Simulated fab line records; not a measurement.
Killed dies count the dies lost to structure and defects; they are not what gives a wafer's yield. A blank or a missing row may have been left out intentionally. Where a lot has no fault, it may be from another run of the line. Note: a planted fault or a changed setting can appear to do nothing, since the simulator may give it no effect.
Matching of chambers :: flow sky130 :: cmp-01 running SKY_VIA2_CMP_24: 4 sister chambers
The step polishes, stops on SiO2, t overpolish 20 s, target thk 0 nm. 8 wafers are shown with their chamber, then 12 later ones without.

## WAFERS, EACH WITH ITS CHAMBER
wafer: L088.3
chamber: 3
motorCurrentA (A): 11.9
timeToEndpointS (s): 101

wafer: L088.6
chamber: 2
motorCurrentA (A): 11.0
timeToEndpointS (s): 96

wafer: L089.1
chamber: 0
motorCurrentA (A): 11.6
timeToEndpointS (s): 103

wafer: L089.2
chamber: 2
motorCurrentA (A): 10.9
timeToEndpointS (s): 103

wafer: L089.5
chamber: 1
motorCurrentA (A): 13.4
timeToEndpointS (s): 105

wafer: L092.2
chamber: 0
motorCurrentA (A): 11.7
timeToEndpointS (s): 101

wafer: L092.4
chamber: 1
motorCurrentA (A): 13.4
timeToEndpointS (s): 103

wafer: L092.5
chamber: 3
motorCurrentA (A): 11.6
timeToEndpointS (s): 104

## WAFERS MISSING THEIR CHAMBER
wafer: L091.1
motorCurrentA (A): 13.7
timeToEndpointS (s): 107

wafer: L091.3
motorCurrentA (A): 11.7
timeToEndpointS (s): 106

wafer: L091.5
motorCurrentA (A): 11.6
timeToEndpointS (s): 102

wafer: L095.1
motorCurrentA (A): 11.8
timeToEndpointS (s): 107

wafer: L095.2
motorCurrentA (A): 11.1
timeToEndpointS (s): 104

wafer: L095.4
motorCurrentA (A): 13.4
timeToEndpointS (s): 108

wafer: L096.1
motorCurrentA (A): 11.6
timeToEndpointS (s): 103

wafer: L096.2
motorCurrentA (A): 11.7
timeToEndpointS (s): 103

wafer: L096.5
motorCurrentA (A): 13.4
timeToEndpointS (s): 102

wafer: L097.2
motorCurrentA (A): 10.8
timeToEndpointS (s): 112

wafer: L097.4
motorCurrentA (A): 13.4
timeToEndpointS (s): 104

wafer: L097.5
motorCurrentA (A): 11.5
timeToEndpointS (s): 109

## THE CHAMBER EACH PASSED THROUGH
wafer: L091.1
from the rows above: 1
in truth: 1

wafer: L091.3
from the rows above: can't be placed: 3 or 0
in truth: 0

wafer: L091.5
from the rows above: can't be placed: 0 or 3
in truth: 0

wafer: L095.1
from the rows above: can't be placed: 3 or 0
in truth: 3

wafer: L095.2
from the rows above: 2
in truth: 2

wafer: L095.4
from the rows above: 1
in truth: 1

wafer: L096.1
from the rows above: can't be placed: 0 or 3
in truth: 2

wafer: L096.2
from the rows above: can't be placed: 3 or 0
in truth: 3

wafer: L096.5
from the rows above: 1
in truth: 1

wafer: L097.2
from the rows above: 2
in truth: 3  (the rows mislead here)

wafer: L097.4
from the rows above: 1
in truth: 1

wafer: L097.5
from the rows above: can't be placed: 0 or 3
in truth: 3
Correct placement for 5 of the 12. Unplaceable from these rows: 6, with the true chamber sitting among the candidates in 5. 1 placed wrongly.
How it was worked out, from the rows above alone: a wafer's distance from a chamber is the root of the sum, over the readings, of the square of ((its reading less the chamber's mean) divided by the reading's scatter). The wafer belongs to the nearest chamber; if the next one is less than 2 further off, it can't be placed. A chamber's mean is the mean of its shown wafers. The scatter: take each reading less its chamber's mean, square it, sum over the shown wafers, divide by the number of wafers less the number of chambers, and take the root.
